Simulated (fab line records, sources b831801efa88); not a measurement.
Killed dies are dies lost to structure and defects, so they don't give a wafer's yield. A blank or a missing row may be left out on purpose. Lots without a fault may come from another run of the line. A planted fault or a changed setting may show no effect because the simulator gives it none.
fab line records | flow sky130
record lots=5 wafers=15 last_day=49
route steps=708 shown METAL1@446 VIA1@458
lots that met no fault: from a run of the same line without faults
start_h: hours from the record's first day to the start of the lot's first wafer shown | wait_h: hours since the lot's step before | " the same as in the row above | L1.1+2: a row that stands for several wafers | - no value, or no start given | * or withheld: withheld | < > ~ a bound
route shown NAME@n: a module of which the file shows steps, and the number in the route of the first | usual: mean/standard deviation of fault-free wafers | same: alike in all rows | chamber/n: place in a boat | sites: the reading at each site | _std_site: their standard deviation | _edge_site: outer sites' mean less inner sites' | radius_mm: how far each site lies from the wafer's centre | mask NAME#n: copy n | behind: the tool/chamber that last shaped the wafer | hold: why the lot was held/for how many hours/how that ended | device: the transistor (n, p or np) that didn't switch | end of line: the same wafers' tests at the end of the route | a step without rows: its recipe alone | killed: dies lost to structure and defects at the first sort, not the wafer's yield | map: a wafer's dies, x killed, . not, _ none there
set.NAME: the setting as run; set.NAME@STEP: as run at that earlier step | model.NAME: the simulator's own value behind a step, which no gauge read
lots at some steps of the route; a table a step, a row a wafer
services: from which hour (start_h, from the record's first day; less than 0 if before it) a tool's chamber was out of use, for how many hours, and why
## steps
# step SKY_METAL1_EXPOSE_12
# recipe mask_id=MM1 na=0.8 source_shape=annular sigma_inner=0.55 sigma_outer=0.85 target_cd_nm=140 dose_mj=28
# columns lot.wafer tool chamber start_h wait_h mask
L082.2+4+5 krf_scanner-01 0 - - MM1#0
L083.3+5+6 krf_scanner-01 0 - - MM1#0
L084.3+5+6 krf_scanner-01 0 - - MM1#0
L092.4+5+6 krf_scanner-02 0 - - MM1#0
L094.1+4+5 krf_scanner-01 0 - - MM1#0
# step SKY_METAL1_PEB_13
# recipe peb_temp_c=withheld peb_time_s=withheld resist=KrF-thick
# usual exhaust_pa=45.0/0.92
# columns lot.wafer tool chamber start_h wait_h exhaust_pa
L082.2 litho_track-01 0 - - 44.9
L082.4 " 0 " " 45.2
L082.5 " 0 " " 46.0
L083.3 litho_track-01 0 - - 46.0
L083.5 " 0 " " 46.0
L083.6 " 0 " " 46.5
L084.3 litho_track-02 0 - - 45.1
L084.5 " 0 " " 46.0
L084.6 " 0 " " 46.3
L092.4 litho_track-04 0 - - 44.4
L092.5 " 0 " " 45.1
L092.6 " 0 " " 44.6
L094.1 litho_track-01 0 - - 45.7
L094.4 " 0 " " 44.9
L094.5 " 0 " " 44.9
# step SKY_METAL1_DEVELOP_14
# recipe develop_time_s=60 resist=KrF-thick dev_temp_c=21
# usual developer_temp_C=21.02/0.099 exhaust_pa=45.0/0.96
# columns lot.wafer tool chamber start_h wait_h developer_temp_C exhaust_pa
L082.2 litho_track-01 0 - - 20.99 46.2
L082.4 " 0 " " 21.08 46.0
L082.5 " 0 " " 20.90 46.7
L083.3 litho_track-01 0 - - 21.02 45.8
L083.5 " 0 " " 21.22 44.4
L083.6 " 0 " " 21.20 45.3
L084.3 litho_track-02 0 - - 21.09 44.7
L084.5 " 0 " " 20.99 44.5
L084.6 " 0 " " 20.96 44.4
L092.4 litho_track-04 0 - - 21.06 46.2
L092.5 " 0 " " 21.05 46.7
L092.6 " 0 " " 20.95 46.4
L094.1 litho_track-01 0 - - 20.97 46.1
L094.4 " 0 " " 20.91 44.1
L094.5 " 0 " " 21.05 46.8
# step SKY_METAL1_CD_MEAS_15
# recipe target_cd_nm=140
# usual cd_nm=140.1/1.5
# columns lot.wafer tool chamber start_h wait_h cd_nm
L082.2 cd_sem-02 - 831.10 - 141.3
L082.4 " - " " 141.5
L082.5 " - " " 141.2
L083.3 cd_sem-01 - 840.17 - 138.8
L083.5 " - " " 138.4
L083.6 " - " " 138.4
L084.3 cd_sem-02 - 849.23 - 141.3
L084.5 " - " " 143.3
L084.6 " - " " 141.8
L092.4 cd_sem-02 - 901.10 - 138.0
L092.5 " - " " 138.0
L092.6 " - " " 137.1
L094.1 cd_sem-02 - 912.18 - 138.1
L094.4 " - " " 140.3
L094.5 " - " " 141.2
# step SKY_METAL1_OVL_MEAS_16
# usual METAL1_OVL=2/5.9
# columns lot.wafer tool chamber start_h wait_h METAL1_OVL[nm]
L082.2 overlay-02 - 831.20 0.1 4
L082.4 " - " " 2
L082.5 " - " " -3
L083.3 overlay-02 - 840.26 0.1 0
L083.5 " - " " -3
L083.6 " - " " 7
L084.3 overlay-01 - 849.32 0.1 5
L084.5 " - " " 4
L084.6 " - " " -3
L092.4 overlay-01 - 901.18 0.1 10
L092.5 " - " " 9
L092.6 " - " " 7
L094.1 overlay-01 - 912.30 0.1 1
L094.4 " - " " -1
L094.5 " - " " 2
# step SKY_METAL1_DESCUM_17
# recipe chemistry=O2 source_power_w=150 bias_power_w=0 pressure_mtorr=10 temp_c=40 time_s=8
# usual drypump_motor_current_A=5.8/0.43 oes_product_au=0.995/0.0096
# columns lot.wafer tool chamber start_h wait_h drypump_motor_current_A oes_product_au rf_hours_counter_h
L082.2 rie_metal-02 1 831.23 0.0 5.8 1.000 16
L082.4 " 1 " " 5.8 1.011 -
L082.5 " 0 " " 5.1 1.011 -
L083.3 rie_metal-01 0 840.31 0.0 5.5 0.986 -
L083.5 " 0 " " 5.5 0.996 -
L083.6 " 0 " " 5.5 0.984 -
L084.3 rie_metal-01 0 849.36 0.0 5.5 0.993 -
L084.5 " 1 " " 5.6 0.979 -
L084.6 " 0 " " 5.5 0.994 -
L092.4 rie_metal-04 0 901.21 0.0 6.5 0.997 -
L092.5 " 1 " " 6.0 1.002 -
L092.6 " 0 " " 6.5 0.997 -
L094.1 rie_metal-04 1 912.33 0.0 6.0 0.997 10
L094.4 " 1 " " 6.0 1.000 -
L094.5 " 0 " " 6.5 0.993 -
# step SKY_METAL1_ETCH_18
# recipe chemistry=N2/H2 target=BARC ion_energy_ev=200 bias_w=100 pressure_mtorr=30 n2_flow_sccm=100 h2_flow_sccm=200 icp_w=500 stop_on=SiO2 time_s=45.9 target_depth_a=600
# usual drypump_motor_current_A=5.8/0.43 oes_product_au=0.855/0.0045 throttle_valve_pct=13.226/0.009
# columns lot.wafer tool chamber start_h wait_h drypump_motor_current_A oes_product_au rf_hours_counter_h throttle_valve_pct
L082.2 rie_metal-02 1 831.26 0.0 5.8 0.854 16 13.237
L082.4 " 1 " " 5.8 0.858 - 13.231
L082.5 " 0 " " 5.2 0.847 - 13.220
L083.3 rie_metal-01 0 840.39 0.1 5.5 0.860 - 13.215
L083.5 " 0 " " 5.5 0.857 - 13.226
L083.6 " 0 " " 5.6 0.851 - 13.227
L084.3 rie_metal-01 0 849.40 0.0 5.5 0.860 - 13.219
L084.5 " 1 " " 5.6 0.861 - 13.219
L084.6 " 0 " " 5.5 0.859 - 13.207
L092.4 rie_metal-04 0 901.25 0.0 6.5 0.852 - 13.232
L092.5 " 1 " " 6.0 0.854 - 13.242
L092.6 " 0 " " 6.5 0.858 - 13.224
L094.1 rie_metal-04 1 912.37 0.0 6.1 0.856 10 13.217
L094.4 " 1 " " 6.1 0.857 - 13.227
L094.5 " 0 " " 6.5 0.853 - 13.237
# step SKY_METAL1_METAL_ETCH_19
# recipe target_depth_a=3600 stop_on=SiO2 over_etch_frac=0.3 time_s=78 chemistry=Cl2/BCl3 resist_sidewall_deg=88 pressure_mtorr=10 icp_w=900 bias_w=48.5 Cl2_flow_sccm=60 bcl3_flow_sccm=30
# usual drypump_motor_current_A=5.8/0.43 oes_product_au=0.855/0.0061 throttle_valve_pct=22.264/0.0089
# columns lot.wafer tool chamber start_h wait_h drypump_motor_current_A oes_product_au rf_hours_counter_h throttle_valve_pct
L082.2 rie_metal-02 1 831.33 0.0 5.8 0.846 16 22.261
L082.4 " 1 " " 5.8 0.848 - 22.270
L082.5 " 0 " " 5.1 0.853 - 22.254
L083.3 rie_metal-01 0 840.54 0.1 5.5 0.852 - 22.252
L083.5 " 0 " " 5.6 0.858 - 22.247
L083.6 " 0 " " 5.5 0.859 - 22.263
L084.3 rie_metal-01 0 849.47 0.1 5.5 0.856 - 22.258
L084.5 " 1 " " 5.6 0.859 - 22.271
L084.6 " 0 " " 5.5 0.856 - 22.264
L092.4 rie_metal-04 0 901.32 0.1 6.5 0.855 - 22.278
L092.5 " 1 " " 6.0 0.860 - 22.279
L092.6 " 0 " " 6.5 0.858 - 22.256
L094.1 rie_metal-04 1 912.43 0.0 6.1 0.865 10 22.247
L094.4 " 1 " " 6.0 0.854 - 22.270
L094.5 " 0 " " 6.5 0.849 - 22.263
# step SKY_METAL1_STRIP_20
# recipe chemistry=O2/N2 power_w=1400 pressure_mtorr=1500 platen_temp_c=withheld o2_flow_sccm=3000 n2_flow_sccm=300 overash_fraction=0.5
# usual drypump_motor_current_A=5.4/0.4 o2_flow_sccm=3001/8.8 oes_product_au=0.344/0.0047 strip_time_to_endpoint_s=2.72/0.048
# columns lot.wafer tool chamber start_h wait_h drypump_motor_current_A o2_flow_sccm oes_product_au rf_hours_counter_h strip_time_to_endpoint_s
L082.2 plasma_asher-04 1 831.42 0.1 4.9 2993 0.345 73 2.65
L082.4 " 1 " " 4.9 3001 0.341 - 2.63
L082.5 " 1 " " 4.9 2993 0.345 - 2.66
L083.3 plasma_asher-03 0 840.69 0.1 5.3 3009 0.350 - 2.75
L083.5 " 0 " " 5.3 3002 0.349 - 2.74
L083.6 " 1 " " 6.2 3009 0.348 - 2.76
L084.3 plasma_asher-04 1 849.57 0.1 4.9 2998 0.345 - 2.75
L084.5 " 0 " " 5.5 3017 0.352 - 2.80
L084.6 " 1 " " 4.9 2997 0.341 - 2.72
L092.4 plasma_asher-03 1 901.42 0.1 6.2 3008 0.348 - 2.71
L092.5 " 0 " " 5.2 2989 0.339 - 2.67
L092.6 " 1 " " 6.2 3011 0.349 - 2.70
L094.1 plasma_asher-03 1 912.52 0.1 6.2 2999 0.349 109 2.69
L094.4 " 0 " " 5.3 2996 0.343 - 2.71
L094.5 " 0 " " 5.2 2992 0.343 - 2.71
# step SKY_METAL1_STRIP_21
# recipe chemistry=post_etch_residue_remover time_s=1200 temp_c=72.5
# columns lot.wafer tool chamber start_h wait_h
L082.2+4+5 wet_bench-02 2 831.52 0.1
L083.3+5+6 wet_bench-01 0 840.76 0.0
L084.3+5+6 wet_bench-02 3 849.63 0.0
L092.4+5+6 wet_bench-04 2 901.48 0.0
L094.1+4+5 wet_bench-02 3 912.62 0.1
# step SKY_METAL1_CLEAN_22
# recipe chemistry=IPA time_s=180 temp_c=25
# columns lot.wafer tool chamber start_h wait_h
L082.2+4+5 wet_bench-01 1 831.86 0.0
L083.3+5+6 wet_bench-02 3 841.13 0.0
L084.3+5+6 wet_bench-02 3 849.98 0.0
L092.4+5+6 wet_bench-02 2 901.86 0.0
L094.1+4+5 wet_bench-01 1 912.96 0.0
# step SKY_METAL1_CLEAN_23
# recipe chemistry=O3/DIW dry=n2_spin
# columns lot.wafer tool chamber start_h wait_h
L082.2+4+5 wet_bench-04 0 831.92 0.0
L083.3+5+6 wet_bench-01 2 841.19 0.0
L084.3+5+6 wet_bench-02 2 850.03 0.0
L092.4+5+6 wet_bench-04 2 901.91 0.0
L094.1+4+5 wet_bench-04 2 913.02 0.0
# step SKY_VIA1_HDPCVD_00
# recipe material=SiO2 target_thk_nm=1030 sigma_open_frac=0.3 time_s=171.7 temp_c=400 sih4_flow_sccm=60 pressure_mtorr=6
# columns lot.wafer tool chamber start_h wait_h
L082.2+4+5 hdpcvd-01 2,2,1 832.01 0.0
L083.3+5+6 hdpcvd-01 0,1,0 841.29 0.0
L084.3+5+6 hdpcvd-02 2,2,1 850.18 0.1
L092.4+5+6 hdpcvd-02 2,0,1 902.07 0.1
L094.1+4+5 hdpcvd-01 2,0,1 913.11 0.0
# step SKY_VIA1_THK_MEAS_01
# recipe reads=SiO2_of_VIA1_HDPCVD_00
# usual VIA1_HDPCVD_THK=1029/11
# columns lot.wafer tool chamber start_h wait_h VIA1_HDPCVD_THK[nm]
L082.2 film_metro-02 - 832.14 0.1 1026
L082.4 " - " " 1028
L082.5 " - " " 1036
L083.3 film_metro-01 - 841.43 0.1 1009
L083.5 " - " " 1020
L083.6 " - " " 1003
L084.3 film_metro-02 - 850.31 0.1 1023
L084.5 " - " " 1018
L084.6 " - " " 1027
L092.4 film_metro-03 - 902.16 0.0 1032
L092.5 " - " " 1047
L092.6 " - " " 1038
L094.1 film_metro-02 - 913.22 0.1 1023
L094.4 " - " " 1037
L094.5 " - " " 1043
# step SKY_VIA1_CMP_02
# recipe material=SiO2 down_force_psi=4 platen_rpm=60 pad_velocity_m_s=0.94248
# usual motor_current_A=11.6/1.2
# columns lot.wafer tool chamber start_h wait_h motor_current_A
L082.4 cmp-02 1 832.19 0.0 10.6
L082.2 " 0 " " 10.3
L082.5 " 2 " " 13.0
L083.3 cmp-02 3 841.47 0.0 10.9
L083.5 " 3 " " 10.6
L083.6 " 0 " " 10.1
L084.3 cmp-02 1 850.50 0.2 11.0
L084.6 " 2 " " 12.8
L084.5 " 3 " " 11.0
L092.4 cmp-02 3 902.29 0.1 11.2
L092.6 " 1 " " 11.1
L092.5 " 2 " " 12.7
L094.1 cmp-02 0 913.28 0.1 10.0
L094.4 " 2 " " 12.5
L094.5 " 0 " " 10.8
# step SKY_VIA1_BOW_MEAS_03
# recipe mode=bow
# usual VIA1_BOW=78/6.9
# columns lot.wafer tool chamber start_h wait_h VIA1_BOW[um]
L082.2 film_metro-01 - 832.51 0.1 84
L082.4 " - " " 82
L082.5 " - " " 75
L083.3 film_metro-03 - 841.81 0.3 83
L083.5 " - " " 75
L083.6 " - " " 86
L084.3 film_metro-02 - 850.69 0.1 80
L084.5 " - " " 76
L084.6 " - " " 81
L092.4 film_metro-02 - 902.55 0.2 72
L092.5 " - " " 77
L092.6 " - " " 60
L094.1 film_metro-03 - 913.58 0.2 75
L094.4 " - " " 75
L094.5 " - " " 84
# step SKY_VIA1_DEHYDRATE_04
# recipe temp_c=200 time_s=60
# usual exhaust_pa=45.0/0.87
# columns lot.wafer tool chamber start_h wait_h exhaust_pa
L082.2 litho_track-04 0 845.17 12.6 43.6
L082.4 " 0 " " 44.8
L082.5 " 0 " " 44.8
L083.3 litho_track-03 0 854.61 12.8 45.5
L083.5 " 0 " " 46.5
L083.6 " 0 " " 44.8
L084.3 litho_track-02 0 862.69 12.0 46.2
L084.5 " 0 " " 45.5
L084.6 " 0 " " 46.8
L092.4 litho_track-04 0 914.12 11.6 42.8
L092.5 " 0 " " 44.1
L092.6 " 0 " " 42.9
L094.1 litho_track-04 0 925.59 12.0 44.8
L094.4 " 0 " " 46.1
L094.5 " 0 " " 44.5
# step SKY_VIA1_HMDS_05
# recipe prime_time_s=60 prime_temp_c=120
# usual exhaust_pa=45.1/0.85
# same prime_time_s=60
# columns lot.wafer tool chamber start_h wait_h exhaust_pa
L082.2 litho_track-04 0 845.32 0.1 45.5
L082.4 " 0 " " 44.8
L082.5 " 0 " " 45.7
L083.3 litho_track-03 0 854.76 0.1 45.8
L083.5 " 0 " " 47.5
L083.6 " 0 " " 46.6
L084.3 litho_track-02 0 862.84 0.1 45.2
L084.5 " 0 " " 44.9
L084.6 " 0 " " 44.2
L092.4 litho_track-04 0 914.27 0.1 45.3
L092.5 " 0 " " 44.3
L092.6 " 0 " " 45.6
L094.1 litho_track-04 0 925.74 0.1 42.5
L094.4 " 0 " " 45.6
L094.5 " 0 " " 43.2
# step SKY_VIA1_COAT_06
# recipe resist=BARC temp_c=withheld time_s=withheld spin_rpm=3000 resist_thk_nm=60
# usual exhaust_pa=44.9/0.81
# columns lot.wafer tool chamber start_h wait_h exhaust_pa
L082.2 litho_track-04 0 845.47 0.1 44.4
L082.4 " 0 " " 44.1
L082.5 " 0 " " 44.5
L083.3 litho_track-03 0 854.91 0.1 44.5
L083.5 " 0 " " 46.7
L083.6 " 0 " " 45.5
L084.3 litho_track-02 0 862.99 0.1 45.4
L084.5 " 0 " " 44.1
L084.6 " 0 " " 45.6
L092.4 litho_track-04 0 914.42 0.1 45.0
L092.5 " 0 " " 44.1
L092.6 " 0 " " 45.5
L094.1 litho_track-04 0 925.89 0.1 45.4
L094.4 " 0 " " 46.5
L094.5 " 0 " " 44.2
# step SKY_VIA1_COAT_07
# recipe resist=KrF-thick spin_rpm=3000 resist_thk_nm=450
# usual exhaust_pa=44.9/0.94
# columns lot.wafer tool chamber start_h wait_h exhaust_pa
L082.2 litho_track-04 0 - - 46.7
L082.4 " 0 " " 44.7
L082.5 " 0 " " 45.5
L083.3 litho_track-03 0 - - 45.5
L083.5 " 0 " " 45.6
L083.6 " 0 " " 46.4
L084.3 litho_track-02 0 - - 44.6
L084.5 " 0 " " 46.8
L084.6 " 0 " " 46.7
L092.4 litho_track-04 0 - - 44.6
L092.5 " 0 " " 44.2
L092.6 " 0 " " 45.0
L094.1 litho_track-04 0 - - 44.0
L094.4 " 0 " " 44.2
L094.5 " 0 " " 43.1
# step SKY_VIA1_SOFTBAKE_08
# recipe temp_c=100 time_s=90 resist=KrF-thick
# usual exhaust_pa=44.9/0.9
# columns lot.wafer tool chamber start_h wait_h exhaust_pa
L082.2 litho_track-04 0 - - 43.3
L082.4 " 0 " " 44.8
L082.5 " 0 " " 44.2
L083.3 litho_track-03 0 - - 44.0
L083.5 " 0 " " 43.9
L083.6 " 0 " " 43.8
L084.3 litho_track-02 0 - - 45.1
L084.5 " 0 " " 45.2
L084.6 " 0 " " 46.8
L092.4 litho_track-04 0 - - 43.9
L092.5 " 0 " " 43.5
L092.6 " 0 " " 42.9
L094.1 litho_track-04 0 - - 44.6
L094.4 " 0 " " 44.0
L094.5 " 0 " " 44.4
# step SKY_VIA1_EXPOSE_09
# recipe mask_id=VIM na=0.8 source_shape=annular sigma_inner=0.55 sigma_outer=0.85 target_cd_nm=150 dose_mj=38
# columns lot.wafer tool chamber start_h wait_h mask
L082.2+4+5 krf_scanner-02 0 - - VIM#0
L083.3+5+6 krf_scanner-01 0 - - VIM#0
L084.3+5+6 krf_scanner-02 0 - - VIM#0
L092.4+5+6 krf_scanner-01 0 - - VIM#0
L094.1+4+5 krf_scanner-02 0 - - VIM#0
# step SKY_VIA1_PEB_10
# recipe peb_temp_c=withheld peb_time_s=withheld resist=KrF-thick
# usual exhaust_pa=45.1/0.86
# columns lot.wafer tool chamber start_h wait_h exhaust_pa
L082.2 litho_track-04 0 - - 46.5
L082.4 " 0 " " 47.5
L082.5 " 0 " " 46.4
L083.3 litho_track-02 0 - - 44.1
L083.5 " 0 " " 45.5
L083.6 " 0 " " 44.6
L084.3 litho_track-03 0 - - 44.6
L084.5 " 0 " " 45.8
L084.6 " 0 " " 44.1
L092.4 litho_track-02 0 - - 44.1
L092.5 " 0 " " 44.1
L092.6 " 0 " " 44.3
L094.1 litho_track-02 0 - - 46.3
L094.4 " 0 " " 45.6
L094.5 " 0 " " 45.6
# step SKY_VIA1_DEVELOP_11
# recipe develop_time_s=60 resist=KrF-thick dev_temp_c=21
# usual developer_temp_C=21.02/0.099 exhaust_pa=45.2/0.87
# columns lot.wafer tool chamber start_h wait_h developer_temp_C exhaust_pa
L082.2 litho_track-04 0 - - 20.93 46.4
L082.4 " 0 " " 20.89 46.2
L082.5 " 0 " " 21.02 45.2
L083.3 litho_track-02 0 - - 20.96 46.2
L083.5 " 0 " " 20.92 45.9
L083.6 " 0 " " 20.99 45.7
L084.3 litho_track-03 0 - - 20.92 46.2
L084.5 " 0 " " 21.06 46.9
L084.6 " 0 " " 21.09 45.7
L092.4 litho_track-02 0 - - 21.14 46.4
L092.5 " 0 " " 21.02 44.5
L092.6 " 0 " " 20.92 45.8
L094.1 litho_track-02 0 - - 20.99 45.7
L094.4 " 0 " " 20.89 45.0
L094.5 " 0 " " 20.98 45.8
# step SKY_VIA1_CD_MEAS_12
# recipe target_cd_nm=150
# usual cd_nm=149.9/1.6
# columns lot.wafer tool chamber start_h wait_h cd_nm
L082.2 cd_sem-02 - 858.36 - 151.9
L082.4 " - " " 152.2
L082.5 " - " " 151.4
L083.3 cd_sem-02 - 867.68 - 147.9
L083.5 " - " " 146.5
L083.6 " - " " 147.8
L084.3 cd_sem-02 - 877.35 - 146.6
L084.5 " - " " 148.6
L084.6 " - " " 147.1
L092.4 cd_sem-01 - 927.15 - 149.7
L092.5 " - " " 149.5
L092.6 " - " " 148.5
L094.1 cd_sem-01 - 938.14 - 152.7
L094.4 " - " " 152.8
L094.5 " - " " 151.9
# step SKY_VIA1_OVL_MEAS_13
# usual VIA1_OVL=2/6
# columns lot.wafer tool chamber start_h wait_h VIA1_OVL[nm]
L082.2 overlay-02 - 858.47 0.1 -7
L082.4 " - " " -3
L082.5 " - " " -5
L083.3 overlay-02 - 867.78 0.1 5
L083.5 " - " " 8
L083.6 " - " " 3
L084.3 overlay-02 - 877.44 0.1 2
L084.5 " - " " 7
L084.6 " - " " 0
L092.4 overlay-01 - 927.23 0.1 -8
L092.5 " - " " -11
L092.6 " - " " -8
L094.1 overlay-01 - 938.26 0.1 -6
L094.4 " - " " 0
L094.5 " - " " -8
# step SKY_VIA1_ETCH_14
# recipe chemistry=N2/H2 target=BARC ion_energy_ev=200 source_w=500 bias_w=100 pressure_mtorr=30 n2_flow_sccm=100 h2_flow_sccm=200 stop_on=SiO2 time_s=45.9 target_depth_a=600
# usual drypump_motor_current_A=5.7/0.35 oes_product_au=0.856/0.0046 throttle_valve_pct=13.226/0.0092
# columns lot.wafer tool chamber start_h wait_h drypump_motor_current_A oes_product_au rf_hours_counter_h throttle_valve_pct
L082.2 rie_diel-02 1 858.50 0.0 5.7 0.859 11 13.232
L082.4 " 0 " " 5.1 0.852 16 13.224
L082.5 " 1 " " 5.7 0.860 - 13.216
L083.3 rie_diel-02 0 867.80 0.0 5.1 0.860 16 13.231
L083.5 " 2 " " 5.6 0.847 - 13.253
L083.6 " 3 " " 5.8 0.858 - 13.246
L084.3 rie_diel-03 1 877.47 0.0 5.7 0.861 8 13.220
L084.5 " 0 " " 5.3 0.853 - 13.236
L084.6 " 3 " " 6.2 0.853 - 13.218
L092.4 rie_diel-02 2 927.25 0.0 5.6 0.851 15 13.216
L092.5 " 1 " " 5.7 0.858 - 13.232
L092.6 " 2 " " 5.6 0.861 - 13.223
L094.1 rie_diel-03 2 938.30 0.0 6.2 0.857 10 13.229
L094.4 " 3 " " 6.2 0.858 12 13.239
L094.5 " 1 " " 5.7 0.855 - 13.223
# step SKY_VIA1_ETCH_15
# recipe target=SiO2 chemistry=C4F8/O2/Ar target_depth_nm=351 stop_on=TiN mask_material=KrF-thick source_w=1500 bias_w=1200 pressure_mtorr=40 c4f8_flow_sccm=withheld O2_flow_sccm=6 Ar_flow_sccm=300 time_s=54
# usual oes_product_au=0.979/0.0061
# columns lot.wafer tool chamber start_h wait_h oes_product_au rf_hours_counter_h
L082.2 rie_diel-02 1 858.54 0.0 0.989 11
L082.4 " 0 " " 0.982 16
L082.5 " 1 " " 0.974 -
L083.3 rie_diel-02 0 867.84 0.0 0.976 16
L083.5 " 2 " " 0.987 -
L083.6 " 3 " " 0.977 -
L084.3 rie_diel-03 1 877.51 0.0 0.989 8
L084.5 " 0 " " 0.988 -
L084.6 " 3 " " 0.984 -
L092.4 rie_diel-02 2 927.29 0.0 0.980 15
L092.5 " 1 " " 0.986 -
L092.6 " 2 " " 0.981 -
L094.1 rie_diel-03 2 938.34 0.0 0.978 10
L094.4 " 3 " " 0.981 12
L094.5 " 1 " " 0.975 -
# step SKY_VIA1_STRIP_16
# recipe chemistry=O2/N2 power_w=1400 pressure_mtorr=1500 platen_temp_c=withheld o2_flow_sccm=3000 n2_flow_sccm=300 overash_fraction=0.5
# usual drypump_motor_current_A=5.42/0.25 o2_flow_sccm=3000/9.6 oes_product_au=0.416/0.0047 strip_time_to_endpoint_s=4.460/0.025
# columns lot.wafer tool chamber start_h wait_h drypump_motor_current_A o2_flow_sccm oes_product_au rf_hours_counter_h strip_time_to_endpoint_s
L082.2 plasma_asher-01 1 858.59 0.0 5.31 3006 0.420 9 4.475
L082.4 " 1 " " 5.32 2989 0.417 - 4.455
L082.5 " 1 " " 5.33 3004 0.412 - 4.501
L083.3 plasma_asher-01 0 867.92 0.1 5.40 2993 0.417 - 4.459
L083.5 " 1 " " 5.33 3008 0.410 - 4.441
L083.6 " 0 " " 5.43 2990 0.417 - 4.472
L084.3 plasma_asher-01 0 877.59 0.1 5.44 3011 0.416 - 4.483
L084.5 " 0 " " 5.44 3017 0.421 - 4.442
L084.6 " 1 " " 5.30 2997 0.415 - 4.450
L092.4 plasma_asher-02 1 927.37 0.1 5.92 3010 0.416 - 4.411
L092.5 " 0 " " 5.21 2999 0.413 - 4.454
L092.6 " 1 " " 5.89 3005 0.413 - 4.427
L094.1 plasma_asher-02 1 938.39 0.0 5.88 3000 0.416 52 4.405
L094.4 " 0 " " 5.20 3004 0.419 - 4.435
L094.5 " 0 " " 5.20 3004 0.419 - 4.467
# step SKY_VIA1_STRIP_17
# recipe chemistry=post_etch_residue_remover time_s=1200 temp_c=72.5
# columns lot.wafer tool chamber start_h wait_h
L082.2+4+5 wet_bench-03 3 858.69 0.1
L083.3+5+6 wet_bench-01 1 867.99 0.0
L084.3+5+6 wet_bench-01 2 877.66 0.0
L092.4+5+6 wet_bench-01 0 927.44 0.0
L094.1+4+5 wet_bench-03 0 938.49 0.1
# step SKY_VIA1_CLEAN_18
# recipe chemistry=IPA time_s=180 temp_c=25
# columns lot.wafer tool chamber start_h wait_h
L082.2+4+5 wet_bench-01 0 859.03 0.0
L083.3+5+6 wet_bench-03 2 868.33 0.0
L084.3+5+6 wet_bench-04 3 878.00 0.0
L092.4+5+6 wet_bench-04 1 927.78 0.0
L094.1+4+5 wet_bench-01 3 938.86 0.0
# step SKY_VIA1_CLEAN_19
# recipe chemistry=O3/DIW dry=n2_spin
# columns lot.wafer tool chamber start_h wait_h
L082.2+4+5 wet_bench-03 1 859.09 0.0
L083.3+5+6 wet_bench-01 2 868.39 0.0
L084.3+5+6 wet_bench-03 2 878.06 0.0
L092.4+5+6 wet_bench-03 1 927.84 0.0
L094.1+4+5 wet_bench-04 2 938.92 0.0
# step SKY_VIA1_SPUTTER_20
# recipe material=TiN target_thk_nm=20 chamber_pressure_pa=5 power_w=4000 time_s=80
# usual throttle_valve_pct=30.2/1.2
# columns lot.wafer tool chamber start_h wait_h throttle_valve_pct
L082.2 pvd_sputter-01 - 859.18 0.0 30.5
L082.4 " - " " 29.0
L082.5 " - " " 30.0
L083.3 pvd_sputter-04 - 868.48 0.0 30.2
L083.5 " - " " 30.1
L083.6 " - " " 31.0
L084.3 pvd_sputter-01 - 878.15 0.0 29.0
L084.5 " - " " 30.5
L084.6 " - " " 28.8
L092.4 pvd_sputter-01 - 927.94 0.0 29.1
L092.5 " - " " 28.8
L092.6 " - " " 28.7
L094.1 pvd_sputter-01 - 939.01 0.0 29.9
L094.4 " - " " 30.2
L094.5 " - " " 30.5
# step SKY_VIA1_CVD_21
# recipe material=W target_thk_nm=270 time_s=80.902 temp_c=400 pressure_torr=40
# usual heater_power_w=791/91
# columns lot.wafer tool chamber start_h wait_h heater_power_w
L082.2 cvd_w-01 0 859.24 0.0 726
L082.4 " 0 " " 725
L082.5 " 1 " " 725
L083.3 cvd_w-02 0 868.58 0.1 883
L083.5 " 0 " " 885
L083.6 " 1 " " 905
L084.3 cvd_w-02 0 878.24 0.1 871
L084.5 " 0 " " 856
L084.6 " 1 " " 926
L092.4 cvd_w-02 1 928.03 0.1 933
L092.5 " 0 " " 865
L092.6 " 1 " " 928
L094.1 cvd_w-01 0 939.07 0.0 672
L094.4 " 1 " " 697
L094.5 " 0 " " 665
# step SKY_VIA1_RS_MEAS_22
# recipe thk_meas_gauge=four-point-probe reads=W_of_VIA1_CVD_21+TiN_of_VIA1_SPUTTER_20
# usual VIA1_W_RS=0.425/0.0043
# columns lot.wafer tool chamber start_h wait_h VIA1_W_RS[ohm/sq]
L082.2 film_metro-03 - 859.35 0.1 0.434
L082.4 " - " " 0.434
L082.5 " - " " 0.434
L083.3 film_metro-01 - 868.68 0.1 0.425
L083.5 " - " " 0.430
L083.6 " - " " 0.423
L084.3 film_metro-01 - 878.34 0.1 0.428
L084.5 " - " " 0.429
L084.6 " - " " 0.423
L092.4 film_metro-03 - 928.15 0.1 0.419
L092.5 " - " " 0.420
L092.6 " - " " 0.422
L094.1 film_metro-01 - 939.16 0.1 0.424
L094.4 " - " " 0.426
L094.5 " - " " 0.424
# step SKY_VIA1_THK_MEAS_23
# recipe thk_meas_gauge=xrf reads=W_of_VIA1_CVD_21
# usual VIA1_W_THK=270/3.7
# columns lot.wafer tool chamber start_h wait_h VIA1_W_THK[nm]
L082.2 film_metro-03 - 859.46 0.1 267
L082.4 " - " " 265
L082.5 " - " " 266
L083.3 film_metro-01 - 868.78 0.1 271
L083.5 " - " " 268
L083.6 " - " " 272
L084.3 film_metro-01 - 878.44 0.1 270
L084.5 " - " " 269
L084.6 " - " " 273
L092.4 film_metro-03 - 928.24 0.1 275
L092.5 " - " " 274
L092.6 " - " " 274
L094.1 film_metro-01 - 939.28 0.1 272
L094.4 " - " " 270
L094.5 " - " " 272
## services
# columns tool chamber start_h hours kind
hdpcvd-01 0 795.22 7.3 repair
krf_scanner-02 - 795.59 1.3 pm
krf_scanner-01 - 799.31 1.3 pm
rie_metal-01 - 807.32 14.6 pm
rie_diel-02 2 809.33 13.5 repair
rie_metal-04 - 818.39 2.8 pm
krf_scanner-01 - 821.77 3.6 repair
rie_metal-01 0 827.48 1.5 repair
rie_diel-02 0 838.16 15.1 repair
rie_diel-03 2 844.20 5.2 repair
cmp-02 - 846.09 0.5 repair
rie_diel-03 1 846.24 2.2 repair
rie_diel-03 - 849.36 14.6 pm
krf_scanner-01 - 861.27 4.0 pm
cmp-02 - 871.81 4.7 pm
krf_scanner-02 - 872.27 4.0 pm
rie_metal-04 0 874.06 3.7 repair
cmp-02 - 880.40 4.4 repair
krf_scanner-02 - 894.83 0.8 pm
wet_bench-02 - 906.86 2.3 repair
krf_scanner-01 - 915.76 1.0 pm
krf_scanner-02 - 919.60 1.0 pm
cmp-02 - 923.44 11.8 repair
wet_bench-04 - 933.60 0.8 repair
## key
fault none
